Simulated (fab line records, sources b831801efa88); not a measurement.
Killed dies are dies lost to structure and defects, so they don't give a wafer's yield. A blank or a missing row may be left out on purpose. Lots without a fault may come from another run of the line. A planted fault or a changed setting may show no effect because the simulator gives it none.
One fault seen from 2 desks | flow gf180mcu | each desk has only its own numbers; what lay behind them comes last

THE METROLOGY DESK
What the gauges read, lot by lot, whatever tool the lot ran on: means of the sampled wafers that have a number. A lot is out of limits, marked OUT, if its mean lies more than 4 standard deviations from the usual mean; the brackets give that distance. Of its 8 readings 7 are shown: those that lie furthest out on some lot.
Columns: A = V4_BOW at GF_V4_BOW_MEAS_05, usual 132 um; B = cd_nm at GF_V4_CD_MEAS_14, usual 260.0 nm; C = V4_OVL at GF_V4_OVL_MEAS_15, usual -3 nm; D = V4_W_THK at GF_V4_THK_MEAS_25, usual 351 nm; E = MIM_CVD_05_THK at GF_MIM_THK_MEAS_06, usual 41.9 nm; F = MIM_ALCU_RS at GF_MIM_RS_MEAS_10, usual 0.1610 ohm/sq; G = MIM_ALCU_THK at GF_MIM_THK_MEAS_11, usual 199.0 nm
lot  | first seen here | A   | B     | C  | D   | E    | F      | G
L687 | day 23 23:58    | 133 | 260.3 | -2 | 349 | 41.3 | 0.1628 | 196.0
L688 | day 24 06:26    | 140 | 259.9 | 1  | 357 | 41.5 | 0.1634 | 195.5
L697 | day 27 12:28    | 122 | 258.7 | -0 | 350 | 42.1 | 0.1624 | 198.5
L699 | day 27 22:55    | 142 | 259.7 | -7 | 348 | 41.7 | 0.1590 | 200.9
L700 | day 28 10:41    | 131 | 260.9 | -5 | 349 | 41.2 | 0.1587 | 199.9
L708 | day 30 07:31    | 127 | 260.2 | -2 | 347 | 42.2 | 0.1598 | 200.9
This desk's finding: nothing out of limits on any of the 6 lots.

THE TOOL OWNER'S DESK: rie_diel-01
The tool's own readings at GF_V4_ETCH_16 (etches BARC in N2/H2): means of the sampled wafers that have a number, for each lot that ran on this tool. A lot is out of limits, marked OUT, if its mean lies more than 4 standard deviations from the usual mean; the brackets give that distance.
Columns: A = drypump_motor_current_A at GF_V4_ETCH_16, usual 5.6 A; B = h2_flow_sccm at GF_V4_ETCH_16, usual 200.0 sccm; C = n2_flow_sccm at GF_V4_ETCH_16, usual 100.1 sccm; D = oes_product_au at GF_V4_ETCH_16, usual 0.854 a.u.; E = throttle_valve_pct at GF_V4_ETCH_16, usual 13.225 %
lot  | first seen here | A   | B     | C     | D     | E
L688 | day 25 04:07    | 5.7 | 199.9 | 99.9  | 0.857 | 13.229
L697 | day 28 08:35    | 5.5 | 200.0 | 100.2 | 0.861 | 13.230
L699 | day 28 17:59    | 5.4 | 200.2 | 100.2 | 0.845 | 13.225
L700 | day 29 06:41    | 5.6 | 200.0 | 100.4 | 0.854 | 13.225
This desk's finding: nothing out of limits on any of the 4 lots.

PUT TOGETHER
The metrology desk saw nothing out of limits.
The tool owner's desk saw nothing out of limits.

WHAT THE SIMULATOR HAD PUT IN
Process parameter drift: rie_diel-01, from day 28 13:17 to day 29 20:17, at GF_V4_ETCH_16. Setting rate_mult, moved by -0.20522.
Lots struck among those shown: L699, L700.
